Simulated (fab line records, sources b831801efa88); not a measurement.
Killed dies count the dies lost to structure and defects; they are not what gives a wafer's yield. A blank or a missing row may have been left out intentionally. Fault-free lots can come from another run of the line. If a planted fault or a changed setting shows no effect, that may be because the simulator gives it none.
Split-lot experiment :: flow sfqLine :: 27 wafers read from 5 lots, route of 325 steps

ABOUT THE SPLIT
At SFQ_TRILAYER_C5_BARC_OPEN_VIA_ETCH_210 (etches BARC in O2, target depth 125 nm, time 41.7 s), the setting timeS was moved away from the recipe's 41.7 s on 6 of the 27 wafers read, by -23.6% to -16.0%. The other wafers ran this setting at the recipe's value.

The reading is taken at the split's own step.

THE READING
oesProductAu, in a.u., at SFQ_TRILAYER_C5_BARC_OPEN_VIA_ETCH_210 (etches BARC in O2, target depth 125 nm, time 41.7 s). A value of 0.684 a.u. with a standard deviation of 0.0042 a.u. is what fault-free wafers of this fab line usually give.

wafer: L074.4
tool, chamber at the split: rieDiel-03, 2
timeS as run, s: 41.7
against the recipe: recipe
oesProductAu, a.u.: 0.688
against lot-mates on the recipe: -

wafer: L074.5
tool, chamber at the split: rieDiel-03, 1
timeS as run, s: 41.7
against the recipe: recipe
oesProductAu, a.u.: 0.683
against lot-mates on the recipe: -

wafer: L074.6
tool, chamber at the split: rieDiel-03, 0
timeS as run, s: 41.7
against the recipe: recipe
oesProductAu, a.u.: 0.682
against lot-mates on the recipe: -

wafer: L076.1
tool, chamber at the split: rieDiel-03, 3
timeS as run, s: 41.7
against the recipe: recipe
oesProductAu, a.u.: 0.682
against lot-mates on the recipe: -

wafer: L076.2
tool, chamber at the split: rieDiel-03, 1
timeS as run, s: 41.7
against the recipe: recipe
oesProductAu, a.u.: 0.680
against lot-mates on the recipe: -

wafer: L076.3
tool, chamber at the split: rieDiel-03, 2
timeS as run, s: 41.7
against the recipe: recipe
oesProductAu, a.u.: 0.686
against lot-mates on the recipe: -

wafer: L076.4
tool, chamber at the split: rieDiel-03, 0
timeS as run, s: 41.7
against the recipe: recipe
oesProductAu, a.u.: 0.680
against lot-mates on the recipe: -

wafer: L076.5
tool, chamber at the split: rieDiel-03, 2
timeS as run, s: 41.7
against the recipe: recipe
oesProductAu, a.u.: 0.690
against lot-mates on the recipe: -

wafer: L076.6
tool, chamber at the split: rieDiel-03, 3
timeS as run, s: 41.7
against the recipe: recipe
oesProductAu, a.u.: 0.687
against lot-mates on the recipe: -

wafer: L078.1
tool, chamber at the split: rieDiel-02, 0
timeS as run, s: 31.85
against the recipe: -23.6%
oesProductAu, a.u.: 0.778
against lot-mates on the recipe: +0.095

wafer: L078.2
tool, chamber at the split: rieDiel-02, 3
timeS as run, s: 41.7
against the recipe: recipe
oesProductAu, a.u.: 0.682
against lot-mates on the recipe: -

wafer: L078.3
tool, chamber at the split: rieDiel-02, 1
timeS as run, s: 41.7
against the recipe: recipe
oesProductAu, a.u.: 0.684
against lot-mates on the recipe: -

wafer: L078.4
tool, chamber at the split: rieDiel-02, 2
timeS as run, s: 41.7
against the recipe: recipe
oesProductAu, a.u.: 0.683
against lot-mates on the recipe: -

wafer: L078.5
tool, chamber at the split: rieDiel-02, 0
timeS as run, s: 31.85
against the recipe: -23.6%
oesProductAu, a.u.: 0.778
against lot-mates on the recipe: +0.095

wafer: L078.6
tool, chamber at the split: rieDiel-02, 1
timeS as run, s: 31.85
against the recipe: -23.6%
oesProductAu, a.u.: 0.784
against lot-mates on the recipe: +0.101

wafer: L079.1
tool, chamber at the split: rieDiel-02, 0
timeS as run, s: 41.7
against the recipe: recipe
oesProductAu, a.u.: 0.683
against lot-mates on the recipe: -

wafer: L079.2
tool, chamber at the split: rieDiel-02, 3
timeS as run, s: 35.02
against the recipe: -16.0%
oesProductAu, a.u.: 0.740
against lot-mates on the recipe: +0.052

wafer: L079.3
tool, chamber at the split: rieDiel-02, 2
timeS as run, s: 41.7
against the recipe: recipe
oesProductAu, a.u.: 0.686
against lot-mates on the recipe: -

wafer: L079.4
tool, chamber at the split: rieDiel-02, 1
timeS as run, s: 41.7
against the recipe: recipe
oesProductAu, a.u.: 0.695
against lot-mates on the recipe: -

wafer: L079.5
tool, chamber at the split: rieDiel-02, 0
timeS as run, s: 35.02
against the recipe: -16.0%
oesProductAu, a.u.: 0.742
against lot-mates on the recipe: +0.054

wafer: L079.6
tool, chamber at the split: rieDiel-02, 1
timeS as run, s: 35.02
against the recipe: -16.0%
oesProductAu, a.u.: 0.741
against lot-mates on the recipe: +0.053

wafer: L084.1
tool, chamber at the split: rieDiel-02, 3
timeS as run, s: 41.7
against the recipe: recipe
oesProductAu, a.u.: 0.678
against lot-mates on the recipe: -

wafer: L084.2
tool, chamber at the split: rieDiel-02, 2
timeS as run, s: 41.7
against the recipe: recipe
oesProductAu, a.u.: 0.682
against lot-mates on the recipe: -

wafer: L084.3
tool, chamber at the split: rieDiel-02, 1
timeS as run, s: 41.7
against the recipe: recipe
oesProductAu, a.u.: 0.689
against lot-mates on the recipe: -

wafer: L084.4
tool, chamber at the split: rieDiel-02, 0
timeS as run, s: 41.7
against the recipe: recipe
oesProductAu, a.u.: 0.691
against lot-mates on the recipe: -

wafer: L084.5
tool, chamber at the split: rieDiel-02, 3
timeS as run, s: 41.7
against the recipe: recipe
oesProductAu, a.u.: 0.679
against lot-mates on the recipe: -

wafer: L084.6
tool, chamber at the split: rieDiel-02, 0
timeS as run, s: 41.7
against the recipe: recipe
oesProductAu, a.u.: 0.688
against lot-mates on the recipe: -

FIT RESULTS
A straight line over all 27 wafers: oesProductAu changes by -0.00388 a.u. for each +1% of timeS; r = -0.99; the points scatter about the line by 0.0047 a.u.
The same after taking each lot's own level away (the mean of its wafers on the recipe; 27 wafers): -0.00387 a.u. for each +1%; r = -0.99; scatter 0.0053 a.u.
According to that fit, moving timeS by its largest amount changes the reading by 0.092 a.u.
Measured against the standard deviation above, the lots' own levels, which go from 0.6830 to 0.6880 a.u., span 1.2 times it.
Consequently the slope shifts little with the lot-to-lot level, the two slopes agreeing.
Check: +0.09 a.u. against its lot-mates is what the line predicts for one of the wafers moved furthest among these (-23.6%) when that wafer is left out of the fit. It came out at +0.095 a.u. against them.
Tool readings at the split's step, against how far the setting was moved: oesProductAu r = -0.99.

OTHER SPLITS APPLIED TO THESE WAFERS
Before the reading, these wafers also passed through other splits. Each is held against what the fit with the lots' levels taken away leaves over:
other split on the same wafers: SFQ_TRILAYER_JJ_TRILAYER_DEP_SPUTTER_112 timeS
wafers away from the commonest value: 9
r with oesProductAu (lot level and that fit taken away): +0.20

other split on the same wafers: SFQ_TRILAYER_A5B_DEP_PECVD_129 timeS
wafers away from the commonest value: 9
r with oesProductAu (lot level and that fit taken away): -0.31

THE WHOLE CHAIN: every reading that the file lists as answering this split, in the file's order
step: SFQ_TRILAYER_C5_BARC_OPEN_VIA_ETCH_210
what it does: etches BARC in O2, target depth 125 nm, time 41.7 s
reading: oesProductAu
change (the file's fit): -0.00386 a.u. for each +1% of the setting
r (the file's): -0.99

step: SFQ_TRILAYER_C5_BARC_OPEN_VIA_ETCH_210
what it does: etches BARC in O2, target depth 125 nm, time 41.7 s
reading: KrF_of_TRILAYER_C5_LITHO_COAT_151.thkNm (the simulator's own value, which no gauge read)
change (the file's fit): -0.475 nm for each +1% of the setting
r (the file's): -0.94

FILE'S OWN FIT
oesProductAu changes by -0.00386 a.u. for each +1% of timeS, r = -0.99.
